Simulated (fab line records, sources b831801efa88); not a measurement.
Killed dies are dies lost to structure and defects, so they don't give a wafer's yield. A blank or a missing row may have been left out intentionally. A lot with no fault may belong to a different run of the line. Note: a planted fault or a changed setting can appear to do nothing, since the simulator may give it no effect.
A struck lot beside a sound one || flow sky130 || 35 out of 708 route steps
Sound: wafers L907.1, L907.3, L907.4. Struck: wafer L918.4 (L918.2, L918.6, from the same lot, were not struck and are left out); the cause is given at the end.
Each step with rows lists, per side, the tool, then ch with its chambers, then its first start. Under that, the readings that differ: sound wafers || struck wafers || difference of the means || sigmas: that difference in standard deviations of wafers without a fault.
alike: readings whose means differ by less than 2 such deviations, and words and numbers that are the same on both sides. not compared: withheld readings, readings that some wafer has no value for, bounds like >300 that may hide the same value, and numbers for which the record gives no deviation and whose values overlap.
The two part at a step that has a row with sigmas, a row that says differs or no value, or rows on one side only. Numbers that have no deviation but don't overlap get no sigmas and don't part them. A reading that every wafer of one side lacks parts them only if that side has two wafers or more.

first, 10 steps without rows for these wafers: SKY_VIA1_STRIP_16 (strips in O2/N2); SKY_VIA1_STRIP_17 (strips in post etch residue remover, time 1200 s); SKY_VIA1_CLEAN_18 (cleans in IPA, time 180 s); SKY_VIA1_CLEAN_19 (cleans in O3/DIW); SKY_VIA1_SPUTTER_20 (material TiN, target thk 20 nm, time 80 s); SKY_VIA1_CVD_21 (deposits W, target thk 270 nm, time 80.902 s); SKY_VIA1_CMP_24 (polishes, stops on SiO2, t overpolish 15 s, target thk 0 nm); SKY_METAL2_SPUTTER_00 (material Ti, target thk 15 nm, time 10 s); SKY_METAL2_SPUTTER_01 (material TiN, target thk 20 nm, time 17.19 s); SKY_METAL2_SPUTTER_02 (material AlCu, target thk 250 nm, time 13.3 s).
SKY_METAL2_SPUTTER_03: material Ti, target thk 5 nm, time 3.3 s.
  sound on pvd sputter-03 at day 33 16:56; struck on pvd sputter-01 at day 37 09:13
  alike: cathode dc power W, throttle valve pct
then, 23 steps without rows for these wafers: SKY_METAL2_SPUTTER_04 (material TiN, target thk 70 nm, time 58.3 s); SKY_METAL2_DEHYDRATE_07 (time 60 s); SKY_METAL2_HMDS_08 (prime time 60 s); SKY_METAL2_COAT_09 (resist thk 60 nm); SKY_METAL2_COAT_10 (resist thk 450 nm); SKY_METAL2_SOFTBAKE_11 (time 90 s); SKY_METAL2_EXPOSE_12 (exposes mask MM2, target cd 140 nm); SKY_METAL2_PEB_13; SKY_METAL2_DEVELOP_14 (develop time 60 s); SKY_METAL2_DESCUM_17 (chemistry O2, time 8 s); SKY_METAL2_ETCH_18 (etches BARC in N2/H2, stops on SiO2, time 45.9 s, target depth 60 nm); SKY_METAL2_METAL_ETCH_19 (etches the open film in Cl2/BCl3, stops on SiO2, target depth 360 nm, time 78 s); SKY_METAL2_STRIP_20 (strips in O2/N2); SKY_METAL2_STRIP_21 (strips in post etch residue remover, time 1200 s); SKY_METAL2_CLEAN_22 (cleans in IPA, time 180 s); SKY_METAL2_CLEAN_23 (cleans in O3/DIW); SKY_VIA2_HDPCVD_00 (deposits SiO2, target thk 1180 nm, time 196.7 s); SKY_VIA2_CMP_02 (polishes SiO2); SKY_VIA2_DEHYDRATE_04 (time 60 s); SKY_VIA2_HMDS_05 (prime time 60 s); SKY_VIA2_COAT_06 (resist thk 60 nm); SKY_VIA2_COAT_07 (resist thk 450 nm); SKY_VIA2_SOFTBAKE_08 (time 90 s).
-- the record jumps here: 11 days lie between the struck wafers' starts before and after (it left off in module VIA2 and takes up again in module PAD_OPEN, whose first step shown is number 708 of the route) --
SKY_PAD_OPEN_PROBE_99:
  sound on prober-01 at day 45 08:04; struck on prober-02 at day 48 05:16
{"reading": "hold", "sound": "- - -", "struck": "await dispo/2.3h/release", "difference": "no value on the sound wafers", "sigmas": ""}
{"reading": "defect limited yield (%)", "sound": "83.3 81.7 82.7", "struck": 75.2, "difference": -7.4, "sigmas": -4}
{"reading": "killed_at_M0_to_M3", "sound": "44 50 45", "struck": 95, "difference": "+49", "sigmas": "+7"}
{"reading": "killed dies", "sound": "82 90 85", "struck": 122, "difference": "+36", "sigmas": "+4"}
{"reading": "sort_bin_3_pad_short (%)", "sound": "1.2 1.2 0.6", "struck": 3.9, "difference": "+2.9", "sigmas": "+7"}
{"reading": "sort n pass", "sound": "410 402 407", "struck": 370, "difference": -36, "sigmas": -4}
{"reading": "sort yield pct (%)", "sound": "83.3 81.7 82.7", "struck": 75.2, "difference": -7.4, "sigmas": -4}
{"reading": "model.etest.tester.sort n pass", "sound": "410 402 407", "struck": 370, "difference": -36, "sigmas": ""}
{"reading": "model.etest.tester.sort yield pct (%)", "sound": "83.33 81.71 82.72", "struck": 75.2, "difference": -7.4, "sigmas": ""}
{"reading": "model.etest.tester.sort_bin_5_pct (%)", "sound": "10.16 10.37 11.38", "struck": 13.01, "difference": "+2.37", "sigmas": ""}
{"reading": "model.etest.tester.sort_bin_3_pct (%)", "sound": "1.22 1.22 0.6098", "struck": 3.862, "difference": "+2.845", "sigmas": ""}
  alike: killed_at_M4_up, killed at contacts, killed at front end, killed at other, killed open, killed short, sort_bin_5_function, sort_bin_6_memory

== WHERE THEY PART ==
Only at SKY_PAD_OPEN_PROBE_99, as far as this record shows.

WHY: what had been put in by the simulator
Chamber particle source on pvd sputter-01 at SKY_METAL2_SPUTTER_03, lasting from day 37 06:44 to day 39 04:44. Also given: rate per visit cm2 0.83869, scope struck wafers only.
